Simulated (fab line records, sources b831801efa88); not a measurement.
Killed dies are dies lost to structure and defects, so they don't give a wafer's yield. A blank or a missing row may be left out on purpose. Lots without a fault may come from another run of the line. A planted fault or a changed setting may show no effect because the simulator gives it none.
Chamber matching | flow sky130 | SKY_VIA2_CMP_24 on cmp-01: 4 sister chambers
The step polishes, stops on SiO2, t overpolish 20 s, target thk 0 nm. 30 wafers are shown with their chamber, then 12 later ones without.

WAFERS WITH THEIR CHAMBER
wafer  | chamber | motor_current_A (A) | time_to_endpoint_s (s) | retaining_ring_pressure_frac
L075.4 | 2       | 11.6                | 102                    | 1.001
L075.5 | 3       | 11.6                | 108                    | 0.991
L075.6 | 2       | 11.6                | 104                    | 1.009
L076.1 | 1       | 12.6                | 102                    | 0.994
L076.4 | 0       | 12.5                | 102                    | 1.005
L076.6 | 3       | 11.2                | 102                    | 1.007
L079.4 | 3       | 11.3                | 105                    | 0.998
L079.5 | 1       | 13.4                | 102                    | 0.999
L079.6 | 2       | 11.5                | 102                    | 1.004
L080.1 | 1       | 12.9                | 101                    | 1.003
L080.4 | 2       | 11.6                | 104                    | 1.000
L080.5 | 2       | 11.4                | 101                    | 0.998
L082.1 | 0       | 11.5                | 94                     | 1.012
L082.2 | 1       | 12.7                | 96                     | 0.996
L082.4 | 3       | 11.7                | 101                    | 1.009
L083.2 | 2       | 11.4                | 96                     | 0.997
L083.3 | 1       | 13.5                | 96                     | 0.994
L083.6 | 0       | 12.2                | 93                     | 0.998
L084.2 | 2       | 11.2                | 99                     | 1.001
L084.3 | 1       | 13.1                | 100                    | 0.987
L084.4 | 0       | 12.4                | 104                    | 0.996
L088.2 | 1       | 12.7                | 96                     | 1.006
L088.3 | 3       | 11.9                | 101                    | 0.997
L088.6 | 2       | 11.0                | 96                     | 1.001
L089.1 | 0       | 11.6                | 103                    | 1.005
L089.2 | 2       | 10.9                | 103                    | 0.997
L089.5 | 1       | 13.4                | 105                    | 1.008
L092.2 | 0       | 11.7                | 101                    | 1.002
L092.4 | 1       | 13.4                | 103                    | 0.992
L092.5 | 3       | 11.6                | 104                    | 0.997

SIGNATURES (means of the wafers above)
reading                      | chamber 0 | chamber 1 | chamber 2 | chamber 3 | scatter within a chamber
motor_current_A              | 11.983    | 13.078    | 11.356    | 11.550    | 0.333
time_to_endpoint_s           | 99.50     | 100.11    | 100.78    | 103.50    | 3.51
retaining_ring_pressure_frac | 1.00300   | 0.99767   | 1.00089   | 0.99983   | 0.00586
Rule: a wafer's distance from a chamber is the root of the sum, over the readings, of the square of ((its reading less the chamber's mean) divided by the reading's scatter). The wafer belongs to the nearest chamber; if the next one is less than 2 further off, it can't be placed. The scatter: the root of (the sum of the squares of (reading less its chamber's mean) over the shown wafers, divided by (wafers less chambers)).

WAFERS WITHOUT THEIR CHAMBER
wafer  | motor_current_A (A) | time_to_endpoint_s (s) | retaining_ring_pressure_frac
L091.1 | 13.7                | 107                    | 0.996
L091.3 | 11.7                | 106                    | 1.007
L091.5 | 11.6                | 102                    | 0.999
L095.1 | 11.8                | 107                    | 0.999
L095.2 | 11.1                | 104                    | 1.006
L095.4 | 13.4                | 108                    | 0.997
L096.1 | 11.6                | 103                    | 1.004
L096.2 | 11.7                | 103                    | 0.998
L096.5 | 13.4                | 102                    | 1.011
L097.2 | 10.8                | 112                    | 1.000
L097.4 | 13.4                | 104                    | 1.007
L097.5 | 11.5                | 109                    | 0.995

WHICH CHAMBER EACH WENT THROUGH
wafer  | from the rows above          | in truth
L091.1 | 1                            | 1
L091.3 | can't be placed: 3 or 2 or 0 | 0
L091.5 | can't be placed: 3 or 2 or 0 | 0
L095.1 | can't be placed: 3 or 2 or 0 | 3
L095.2 | can't be placed: 2 or 3 or 0 | 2
L095.4 | 1                            | 1
L096.1 | can't be placed: 3 or 2 or 0 | 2
L096.2 | can't be placed: 3 or 2 or 0 | 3
L096.5 | can't be placed: 1 or 0      | 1
L097.2 | can't be placed: 3 or 2 or 0 | 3
L097.4 | 1                            | 1
L097.5 | can't be placed: 3 or 2 or 0 | 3
Placed correctly: 3 of 12. Can't be placed from these rows: 9 (the true chamber is among the candidates in 9). Placed wrongly: 0.
